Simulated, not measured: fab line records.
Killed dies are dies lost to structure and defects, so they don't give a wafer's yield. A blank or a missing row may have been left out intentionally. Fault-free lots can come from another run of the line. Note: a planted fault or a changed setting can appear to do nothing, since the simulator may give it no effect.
Problem report, 8D (eight disciplines) form, completed by code :: flow sky130 :: the parts of the form that need people (team, actions taken, sign-off) are left out

== 1. PROBLEM STATEMENT ==
Mean of chamber pressure mTorr at SKY_NWELL_STRIP_14: 1200.1 mTorr across 3 wafers in 2 lots; on wafers with no fault it is 1500.0 mTorr (standard deviation 1.4). That is -99 or more standard deviations from the usual mean.
The step: strips in O2/N2.
Earliest sighting: wafer L492.2 on plasma asher-04 at day 5 18:11. Wafers with a number at this step in the record: 36, from 12 lots. By rule, "out" or "out of limits" means more than 4 standard deviations away from the usual mean. The other wafers with a number count as sound.

== 2. WHAT THIS IS AND IS NOT ==
question: which readings at this step
is: chamber pressure mTorr, oes product au, strip time to endpoint s
is not: drypump motor current A

question: which lots
is: L492, L494
is not: L488, L499, L502, L503, L505, L506, L507, L508, L509, L510

question: which wafers of those lots
is: L492.2, L492.6, L494.3
is not: L492.1, L494.1, L494.4

question: read on which tools
is: plasma asher-04
is not: plasma asher-02, plasma asher-03

question: when
is: from day 5 18:11
is not: up to then (4 sound wafers); but 29 sound wafers of L494, L499, L502, L503, L505, L506, L507, L508, L509, L510 came after

== 3. WHAT RULES OUT EACH SUSPECT ==
Counting: any tool at a process step up to the reading remains a suspect provided it ran every lot that is out. Sound lots after the first of them don't rule it out here, since some wafers of a struck lot are sound.
- plasma asher-04 at SKY_NWELL_STRIP_14 (strips in O2/N2): kept. It ran every lot that is out, first L492 (day 5 18:11). Its own readings are out on those wafers: chamber pressure mTorr, oes product au, strip time to endpoint s.
- At SKY_NWELL_STRIP_14 on plasma asher-04, chamber 1 took the sound wafers of the same lots and chamber 0 took the wafers that are out.
Left after counting: plasma asher-04 at SKY_NWELL_STRIP_14.

== 4. THE CAUSE (what the simulator had put in) ==
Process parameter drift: plasma asher-04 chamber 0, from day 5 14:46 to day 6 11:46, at SKY_NWELL_STRIP_14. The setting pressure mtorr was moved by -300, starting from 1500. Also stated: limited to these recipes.
The count eliminated every tool but this one.

== 5. SEQUENCE OF EFFECTS, ordered by route ==
One row per reading whose mean, taken over the struck wafers that have a number, lies over 3 standard deviations from the usual. Only readings for which the record gives a usual standard deviation are gone through. hours: the time from each lot's start at the first step in this table that gives one to its start at this step, as a median over the lots. sigmas: the change in usual standard deviations.
hours: 0
step: SKY_NWELL_STRIP_14
reading: chamber pressure mTorr
usual: 1500.0 mTorr
on struck wafers: 1200.1
change: -299.9
sigmas: -99 or more

hours: 0
step: SKY_NWELL_STRIP_14
reading: oes product au
usual: 0.722 a.u.
on struck wafers: 0.685
change: -0.037
sigmas: -7.6

hours: 0
step: SKY_NWELL_STRIP_14
reading: strip time to endpoint s
usual: 36.90 s
on struck wafers: 39.78
change: +2.88
sigmas: +26
Its process steps:
- SKY_NWELL_STRIP_14: strips in O2/N2.

== 6. HOW IT WOULD HAVE BEEN CAUGHT EARLIER ==
In this record no reading fell out of limits until day 5 18:11, 3 hours after the fault had begun at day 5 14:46.
